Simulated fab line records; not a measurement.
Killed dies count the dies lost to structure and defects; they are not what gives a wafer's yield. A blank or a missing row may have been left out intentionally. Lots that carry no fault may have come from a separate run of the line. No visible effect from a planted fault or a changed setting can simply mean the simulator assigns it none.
The tool behind it: which one? | flow sky130 | 12 lots with 36 wafers sampled at 6 steps, on a route of 708 steps

## WHAT THE GAUGES READ, wafer by wafer
SKY_NWELL_TW_MEAS_15. Usual: NWELL_TW gives 1810 (standard deviation 12).
lot  | measured     | on            | NWELL_TW       | flag
L297 | day 4 12:58  | film_metro-03 | 1806 1828 1826 |
L299 | day 5 00:25  | film_metro-02 | 1816 1808 1808 |
L301 | day 5 10:28  | film_metro-04 | 1781 1789 1780 |
L302 | day 5 21:56  | film_metro-03 | 1807 1813 1810 |
L305 | day 6 14:08  | film_metro-04 | 1807 1811 1808 |
L307 | day 7 08:16  | film_metro-02 | 1804 1819 1817 |
L308 | day 7 09:53  | film_metro-04 | 1789 1787 1787 |
L309 | day 7 13:16  | film_metro-04 | 1792 1790 1795 |
L316 | day 9 09:22  | film_metro-02 | 1772 1779 1772 |
L317 | day 9 15:04  | film_metro-04 | 1783 1767 1780 |
L318 | day 9 17:26  | film_metro-04 | 1803 1822 1808 |
L320 | day 10 05:39 | film_metro-02 | 1825 1818 1807 |

SKY_NWELL_RS_MEAS_29: a four-point-probe measurement. Usual: NWELL_RS gives 624.6 ohm/sq (standard deviation 1.7).
lot  | measured     | on            | NWELL_RS (ohm/sq) | flag
L297 | day 5 06:25  | film_metro-02 | 625.6 624.6 624.3 |
L299 | day 5 18:06  | film_metro-03 | 624.8 624.6 626.7 |
L301 | day 6 04:28  | film_metro-04 | 627.5 627.3 627.2 |
L302 | day 6 16:22  | film_metro-02 | 623.7 623.4 624.0 |
L305 | day 7 09:41  | film_metro-02 | 624.5 623.9 623.1 |
L307 | day 8 04:52  | film_metro-03 | 623.4 623.5 625.6 |
L308 | day 8 06:43  | film_metro-04 | 627.2 627.1 626.2 |
L309 | day 8 09:53  | film_metro-02 | 624.3 623.5 624.9 |
L316 | day 10 07:23 | film_metro-04 | 647.5 649.1 647.7 | OFF
L317 | day 10 13:02 | film_metro-03 | 647.1 644.9 646.9 | OFF
L318 | day 10 16:07 | film_metro-03 | 624.9 623.7 621.4 |
L320 | day 11 05:35 | film_metro-02 | 623.2 624.4 624.0 |

SKY_LOCAL_INTERCONNECT_OVL_MEAS_12. Usual: LOCAL_INTERCONNECT_OVL gives 2 nm (standard deviation 5.1).
lot  | measured     | on         | LOCAL_INTERCONNECT_OVL (nm) | flag
L297 | day 30 07:44 | overlay-02 | -4 2 -2                     |
L299 | day 30 21:57 | overlay-02 | -7 -13 -2                   |
L301 | day 31 09:10 | overlay-01 | -8 -6 -3                    |
L302 | day 32 10:49 | overlay-02 | 6 -6 0                      |
L305 | day 33 06:25 | overlay-02 | 6 -2 2                      |
L307 | day 34 04:28 | overlay-02 | 7 7 2                       |
L308 | day 34 05:13 | overlay-02 | -5 3 2                      |
L309 | day 34 15:55 | overlay-01 | 0 0 3                       |
L316 | day 36 19:47 | overlay-02 | 1 4 1                       |
L317 | day 36 23:07 | overlay-01 | 4 -1 7                      |
L318 | day 37 01:11 | overlay-01 | 2 -1 2                      |
L320 | day 37 20:29 | overlay-01 | 4 5 1                       |

SKY_CONTACT_THK_MEAS_01. Usual: CONTACT_CVD_00_THK gives 74.8 nm (standard deviation 0.89).
lot  | measured     | on            | CONTACT_CVD_00_THK (nm) | flag
L297 | day 30 08:32 | film_metro-01 | 74.0 75.6 75.5          |
L299 | day 30 22:47 | film_metro-01 | 75.6 75.2 76.1          |
L301 | day 31 09:59 | film_metro-03 | 75.7 74.6 75.8          |
L302 | day 32 11:38 | film_metro-04 | 74.3 73.6 75.3          |
L305 | day 33 07:13 | film_metro-03 | 74.4 74.7 75.6          |
L307 | day 34 05:24 | film_metro-03 | 74.7 74.7 75.8          |
L308 | day 34 06:04 | film_metro-01 | 73.4 76.2 75.0          |
L309 | day 34 16:41 | film_metro-03 | 72.4 74.7 76.7          |
L316 | day 36 20:34 | film_metro-01 | 75.5 74.2 76.1          |
L317 | day 37 00:20 | film_metro-03 | 75.8 75.6 75.4          |
L318 | day 37 02:04 | film_metro-01 | 74.0 75.1 75.1          |
L320 | day 37 21:19 | film_metro-03 | 74.8 74.3 75.4          |

## TOOL THAT RAN EACH LOT (tool first, then ch and the chambers of the sampled wafers, then the start)
lot  | SKY_FIELD_ISO_CMP_27         | SKY_NWELL_IMPLANT_11
L297 | cmp-02 ch 0,3, day 2 09:25   | implanter-01 ch 0, day 4 12:25
L299 | cmp-01 ch 0,2,3, day 2 20:04 | implanter-04 ch 0, day 4 23:52
L301 | cmp-01 ch 0,1, day 3 06:34   | implanter-01 ch 0, day 5 09:56
L302 | cmp-02 ch 1,2,3, day 3 14:10 | implanter-03 ch 0, day 5 21:24
L305 | cmp-01 ch 0,1,2, day 4 06:30 | implanter-03 ch 0, day 6 13:36
L307 | cmp-01 ch 0,1,2, day 4 19:27 | implanter-03 ch 0, day 7 07:43
L308 | cmp-02 ch 0,2,3, day 4 22:55 | implanter-03 ch 0, day 7 09:22
L309 | cmp-01 ch 0,1,2, day 5 02:40 | implanter-04 ch 0, day 7 12:43
L316 | cmp-02 ch 1,2,3, day 6 15:52 | implanter-04 ch 0, day 9 08:49
L317 | cmp-02 ch 0,1,2, day 6 21:40 | implanter-04 ch 0, day 9 14:34
L318 | cmp-01 ch 0,2,3, day 6 23:01 | implanter-03 ch 0, day 9 16:53
L320 | cmp-02 ch 0,1,2, day 7 10:13 | implanter-03 ch 0, day 10 05:07
- SKY_FIELD_ISO_CMP_27: polishes, stops on Si3N4, t overpolish 16 s, target thk 457.8 nm.
- SKY_NWELL_IMPLANT_11

## AS READ BY THE TOOLS THEMSELVES (means over the sampled wafers that have a number; for cases with no such wafer, the mark the record gives instead)
SKY_FIELD_ISO_CMP_27. Usual: edge_zone_pressure_frac 1.000, standard deviation 0.0053; motor_current_A 12.0 A, standard deviation 1.5; overpolish_run_s 16.000 s, standard deviation 0.0092; slurry_filter_dp_kPa 13.50 kPa, standard deviation 0.15; time_to_endpoint_s 112 s, standard deviation 4.2.
lot  | tool   | edge_zone_pressure_frac | motor_current_A (A) | overpolish_run_s (s) | slurry_filter_dp_kPa (kPa) | time_to_endpoint_s (s) | flag
L297 | cmp-02 | 1.002                   | 11.0                | 16.008               | 13.41                      | 117                    |
L299 | cmp-01 | 1.001                   | 13.1                | 16.000               | 13.41                      | 111                    |
L301 | cmp-01 | 1.003                   | 10.6                | 15.994               | 13.55                      | 112                    |
L302 | cmp-02 | 0.999                   | 11.9                | 16.005               | 13.53                      | 118                    |
L305 | cmp-01 | 1.001                   | 12.2                | 16.003               | 13.27                      | 115                    |
L307 | cmp-01 | 1.002                   | 12.1                | 16.007               | 13.61                      | 110                    |
L308 | cmp-02 | 0.996                   | 11.0                | 15.995               | 13.54                      | 106                    |
L309 | cmp-01 | 0.994                   | 12.1                | 16.002               | 13.51                      | 114                    |
L316 | cmp-02 | 0.998                   | 11.5                | 16.009               | 13.54                      | 112                    |
L317 | cmp-02 | 0.998                   | 12.1                | 15.997               | 13.51                      | 103                    |
L318 | cmp-01 | 1.002                   | 12.6                | 15.995               | 13.47                      | 115                    |
L320 | cmp-02 | 1.003                   | 12.2                | 15.995               | 13.50                      | 110                    |

SKY_NWELL_IMPLANT_11. Usual: beam_energy_keV 399.96, standard deviation 0.13.
lot  | tool         | beam_energy_keV | flag
L297 | implanter-01 | 399.78          |
L299 | implanter-04 | 400.22          |
L301 | implanter-01 | 399.81          |
L302 | implanter-03 | 399.89          |
L305 | implanter-03 | 399.94          |
L307 | implanter-03 | 399.94          |
L308 | implanter-03 | 399.99          |
L309 | implanter-04 | 400.10          |
L316 | implanter-04 | 349.87          | OFF
L317 | implanter-04 | 349.90          | OFF
L318 | implanter-03 | 399.99          |
L320 | implanter-03 | 399.96          |

## THE ANSWER, worked out from the rows above alone
Rule: a lot counts as off when the mean over its wafers that have a number is more than 3 standard deviations away from the usual mean. Also off: a lot with no number at a reading for which 4 or more lots have one. The other lots that the step has rows for count as sound. First the gauges in route order, then the tools' own readings, where a lot's mean is used as printed above. The first step at which some lot is off is used, and at that step the reading that is off furthest; a lot without a number counts as furthest.
Off: L316, L317, at SKY_NWELL_RS_MEAS_29 (NWELL_RS).
If a tool, at a process step before that reading, ran all the lots that are off and no sound lot after the first of them, it fits. Not tried: the gauges at SKY_NWELL_RS_MEAS_29; whatever is off there is also off at SKY_NWELL_IMPLANT_11, on other tools, and gauge error can't account for it. One fits: SKY_NWELL_IMPLANT_11 on implanter-04. A fault onset in the window from L309 (day 7 12:43, its last sound lot) to L316 (day 9 08:49, its first lot off) fits.
On the lots that are off, the tool's own readings at SKY_NWELL_IMPLANT_11 differ by more than 5 times the standard deviation of the sound lots' means, which bears it out; beam_energy_keV reads 349.88 there versus 399.96 on the sound lots.

## WHAT HAD BEEN PUT IN BY THE SIMULATOR
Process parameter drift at SKY_NWELL_IMPLANT_11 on implanter-04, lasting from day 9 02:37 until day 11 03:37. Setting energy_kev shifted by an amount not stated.
Shown lots that were struck: L316, L317. The rule given above showed the same thing.
